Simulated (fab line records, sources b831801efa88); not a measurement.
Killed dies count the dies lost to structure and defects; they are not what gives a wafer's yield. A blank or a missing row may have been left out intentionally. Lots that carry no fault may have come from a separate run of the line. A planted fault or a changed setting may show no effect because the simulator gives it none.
Struck lot and sound lot, side by side || flow sky130 || 36 out of 708 route steps
Sound: these wafers, L294.1, L294.2, L294.6. Wafers struck: L285.4, L285.5, L285.6. At the end, the cause is stated.
For every step that has rows: the tool of each side, followed by ch and its chambers, followed by its first start. Under that, the readings that differ: sound wafers || struck wafers || difference of the means || sigmas: that difference in standard deviations of wafers without a fault.
alike: a reading whose means differ by less than 2 such deviations, as well as words and numbers matching on both sides. not compared: withheld readings; readings where some wafer has no value; bounds like >300 that might hide an equal value; numbers whose values overlap and for which the record gives no deviation.
Wherever a step has rows on one side only, a row that says differs or no value, or a row with sigmas, the two part there. Non-overlapping numbers with no deviation appear without sigmas and do not part them. A reading that every wafer of one side lacks parts them only if that side has two wafers or more.

first, 10 steps without rows for these wafers: SKY_POLY_CUT_ETCH_10 (etches BARC in N2/H2, stops on SiO2, time 45.9 s, target depth 60 nm); SKY_POLY_CUT_ETCH_11 (etches Si3N4 in CF4/CH2F2/Ar, stops on poly-Si, time 42.5 s, target depth 60 nm); SKY_POLY_CUT_STRIP_12 (strips in O2/N2); SKY_SD_P_DEHYDRATE_00 (time 60 s); SKY_SD_P_HMDS_01 (prime time 60 s); SKY_SD_P_COAT_02 (resist thk 1140 nm); SKY_SD_P_SOFTBAKE_03 (time 60 s); SKY_SD_P_EXPOSE_04 (exposes mask PSDM, target cd 380 nm); SKY_SD_P_PEB_05; SKY_SD_P_DEVELOP_06 (develop time 60 s).
SKY_SD_P_IMPLANT_09:
  sound on implanter-04 ch 0, day 33 01:48; struck on implanter-03 ch 0, day 30 13:19
{"reading": "beam on s (s)", "sound": "14.4 14.4 14.5", "struck": "11.4 11.7 11.2", "difference": -3.0, "sigmas": -4}
{"reading": "dose ions cm2", "sound": "2.995e+15 2.997e+15 3.002e+15", "struck": "2.176e+15 2.174e+15 2.175e+15", "difference": -8.230e+14, "sigmas": "-99 or more"}
  alike: beam energy keV, faraday current uA
SKY_SD_P_STRIP_10: strips in O2/N2.
  sound on plasma asher-04 ch 0,1, day 33 01:57; struck on plasma asher-02 ch 0,1, day 30 13:26
{"reading": "oes product au (a.u.)", "sound": "0.614 0.612 0.612", "struck": "0.635 0.633 0.627", "difference": "+0.019", "sigmas": "+4"}
{"reading": "strip time to endpoint s (s)", "sound": "17.47 17.42 17.42", "struck": "16.80 16.88 16.89", "difference": -0.58, "sigmas": -12}
  alike: drypump motor current A
  not compared: rf hours counter h
SKY_SD_P_TW_MEAS_11:
  sound on film metro-01 at day 33 02:03; struck on film metro-01 at day 30 13:32
{"reading": "SD_P_TW", "sound": "2822 2820 2824", "struck": "2636 2659 2615", "difference": -185, "sigmas": -12}
then, 21 steps without rows for these wafers: SKY_RES_XHIGH_DEHYDRATE_00 (time 60 s); SKY_RES_XHIGH_HMDS_01 (prime time 60 s); SKY_RES_XHIGH_COAT_02 (resist thk 1140 nm); SKY_RES_XHIGH_SOFTBAKE_03 (time 60 s); SKY_RES_XHIGH_EXPOSE_04 (exposes mask URPM, target cd 1270 nm); SKY_RES_XHIGH_PEB_05; SKY_RES_XHIGH_DEVELOP_06 (develop time 60 s); SKY_RES_XHIGH_IMPLANT_07; SKY_RES_XHIGH_STRIP_08 (strips in O2/N2); SKY_SD_N_DEHYDRATE_00 (time 60 s); SKY_SD_N_HMDS_01 (prime time 60 s); SKY_SD_N_COAT_02 (resist thk 1140 nm); SKY_SD_N_SOFTBAKE_03 (time 60 s); SKY_SD_N_EXPOSE_04 (exposes mask NSDM, target cd 380 nm); SKY_SD_N_PEB_05; SKY_SD_N_DEVELOP_06 (develop time 60 s); SKY_SD_N_IMPLANT_09; SKY_SD_N_IMPLANT_10; SKY_SD_N_STRIP_11 (strips in O2/N2); SKY_SD_N_CLEAN_13 (cleans in SC1/SC2, time 150 s); SKY_SD_N_RTA_14 (time 2 s).
-- the record jumps here: 2 days lie between the struck wafers' starts before and after --
SKY_SD_N_RS_MEAS_17: measures by four-point-probe.
  sound on film metro-01 at day 35 08:01; struck on film metro-02 at day 32 20:30
{"reading": "SD_P_RS (ohm/sq)", "sound": "147.0 147.0 147.3", "struck": "152.4 152.3 152.4", "difference": "+5.3", "sigmas": "+14"}
-- a jump in the record: the struck wafers' starts before and after are 16 days apart (it breaks off in module SD_N and resumes in module PAD_OPEN, where the first step shown is number 708 of the route) --
SKY_PAD_OPEN_PROBE_99:
  sound on prober-02 at day 50 22:07; struck on prober-01 at day 49 07:07
{"reading": "model.etest.licon high po.rc ohm", "sound": "370.6 351 348", "struck": "605.4 609.5 581.9", "difference": "+242.4", "sigmas": ""}
{"reading": "model.etest.res high po.line ohm um", "sound": "738.8 742.9 737.7", "struck": "972.1 974.7 964.4", "difference": "+230.6", "sigmas": ""}
{"reading": "model.etest.res pdiff.line ohm um", "sound": "1344 1348 1351", "struck": "1547 1553 1563", "difference": "+207", "sigmas": ""}
{"reading": "model.etest.pfet_01v8.r on ohm um", "sound": "2908 2812 2853", "struck": "2970 3034 3087", "difference": "+173", "sigmas": ""}
{"reading": "model.etest.res high po.rs ohm sq", "sound": "256.1 256.9 262.1", "struck": "336.6 340.3 342", "difference": "+81.3", "sigmas": ""}
{"reading": "model.etest.licon pdiff.rc ohm", "sound": "607.6 572.3 583.6", "struck": "689.7 659 667.2", "difference": "+84.1", "sigmas": ""}
{"reading": "model.etest.res pdiff hv.rs ohm sq", "sound": "190.6 191.1 193.9", "struck": "217.7 217 219.1", "difference": "+26.1", "sigmas": ""}
{"reading": "model.etest.res pdiff.rs ohm sq", "sound": "195.2 196.1 197.6", "struck": "222 223.3 223.2", "difference": "+27", "sigmas": ""}
  alike: killed_at_M0_to_M3, killed_at_M4_up, killed at contacts, killed at front end, killed at other, killed dies, killed open, killed short

== WHERE THEY PART ==
Last at SKY_SD_N_RS_MEAS_17 as far as this record goes, first at SKY_SD_P_IMPLANT_09. Later steps at which nothing parts them and some readings are alike: SKY_PAD_OPEN_PROBE_99.

WHY: what the simulator had put in
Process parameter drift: implanter-03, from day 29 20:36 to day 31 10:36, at SKY_SD_P_IMPLANT_09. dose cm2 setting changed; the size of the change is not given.
